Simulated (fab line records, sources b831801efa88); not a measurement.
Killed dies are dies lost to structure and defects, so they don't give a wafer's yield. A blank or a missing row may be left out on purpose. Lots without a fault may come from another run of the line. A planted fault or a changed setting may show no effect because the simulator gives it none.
Split-lot experiment | flow sky130 | 5 lots, 23 wafers read, on a route of 708 steps

THE SPLIT
At SKY_SD_N_COAT_02 (resist thk 1140 nm), the setting spin_rpm was moved away from the recipe's 3000 rpm on 4 of the 23 wafers read, by -4.5% to +2.9%. The other wafers ran this setting at the recipe's value.

The reading is taken at the split's own step.

THE READING
NOVOLAK_of_SD_N_COAT_02.thk_nm (the simulator's own value, which no gauge read), in nm, at SKY_SD_N_COAT_02 (resist thk 1140 nm). The file gives no usual value for it. The 19 wafers here that ran the recipe average 1139 nm, standard deviation 3.5 nm.

wafer  | tool, chamber at the split | spin_rpm as run, rpm | against the recipe | NOVOLAK_of_SD_N_COAT_02.thk_nm, nm | against lot-mates on the recipe
L077.1 | litho_track-04, 0          | 3000                 | recipe             | 1143                               | -
L077.2 | litho_track-04, 0          | 3086                 | +2.9%              | 1123                               | -16
L077.4 | litho_track-04, 0          | 3000                 | recipe             | 1138                               | -
L077.5 | litho_track-04, 0          | 3086                 | +2.9%              | 1121                               | -18
L077.6 | litho_track-04, 0          | 3000                 | recipe             | 1137                               | -
L074.1 | litho_track-02, 0          | 2864                 | -4.5%              | 1170                               | +24
L074.6 | litho_track-02, 0          | 2864                 | -4.5%              | 1170                               | +24
L074.2 | litho_track-02, 0          | 3000                 | recipe             | 1146                               | -
L074.3 | litho_track-02, 0          | 3000                 | recipe             | 1146                               | -
L074.4 | litho_track-02, 0          | 3000                 | recipe             | 1146                               | -
L075.1 | litho_track-02, 0          | 3000                 | recipe             | 1139                               | -
L075.2 | litho_track-02, 0          | 3000                 | recipe             | 1139                               | -
L075.6 | litho_track-02, 0          | 3000                 | recipe             | 1138                               | -
L079.1 | litho_track-03, 0          | 3000                 | recipe             | 1141                               | -
L079.2 | litho_track-03, 0          | 3000                 | recipe             | 1136                               | -
L079.4 | litho_track-03, 0          | 3000                 | recipe             | 1137                               | -
L079.5 | litho_track-03, 0          | 3000                 | recipe             | 1137                               | -
L079.6 | litho_track-03, 0          | 3000                 | recipe             | 1134                               | -
L083.1 | litho_track-04, 0          | 3000                 | recipe             | 1136                               | -
L083.4 | litho_track-04, 0          | 3000                 | recipe             | 1136                               | -
L083.2 | litho_track-04, 0          | 3000                 | recipe             | 1139                               | -
L083.6 | litho_track-04, 0          | 3000                 | recipe             | 1139                               | -
L083.5 | litho_track-04, 0          | 3000                 | recipe             | 1137                               | -

THE FIT
A straight line over all 23 wafers: NOVOLAK_of_SD_N_COAT_02.thk_nm changes by -6.56 nm for each +1% of spin_rpm; r = -0.95; the points scatter about the line by 3.4 nm.
The same after taking each lot's own level away (the mean of its wafers on the recipe; 23 wafers): -5.52 nm for each +1%; r = -0.98; scatter 1.7 nm.
On that fit, the largest move of spin_rpm shifts the reading by 25 nm.
The lots' own levels span 1137.0 to 1146.0 nm, that is 2.6 times the standard deviation above.
So the lot-to-lot level changes the slope: the two fits differ.
Check: with one of the wafers moved furthest among these (-4.5%) left out of the fit, the line predicts +25.3 nm for it against its lot-mates. It came out at +24 nm against them.

OTHER SPLITS ON THESE WAFERS
These wafers also went through other splits before the reading. Each is held against what the fit with the lots' levels taken away leaves over:
other split on the same wafers      | wafers away from the commonest value | r with NOVOLAK_of_SD_N_COAT_02.thk_nm (lot level and that fit taken away)
SKY_POLY_GATE_IMPLANT_02 energy_kev | 9                                    | -0.21
SKY_LDD_P_IMPLANT_09 dose_cm2       | 10                                   | -0.24
SKY_LDD_LDN_IMPLANT_08 energy_kev   | 7                                    | +0.28

THE WHOLE CHAIN: every reading that the file lists as answering this split, in the file's order
step              | what it does       | reading                                                                         | change (the file's fit)                                                                 | r (the file's)
SKY_SD_N_COAT_02  | resist thk 1140 nm | NOVOLAK_of_SD_N_COAT_02.thk_nm (the simulator's own value, which no gauge read) | -5.56 nm for each +1% of the setting                                                    | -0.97
SKY_SD_N_STRIP_11 | strips in O2/N2    | strip_time_to_endpoint_s                                                        | withheld for each +1% of the setting, in a fit together with energy_kev@SD_N_IMPLANT_09 | 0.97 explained

THE FILE'S OWN FIT
NOVOLAK_of_SD_N_COAT_02.thk_nm changes by -5.56 nm for each +1% of spin_rpm, r = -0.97.
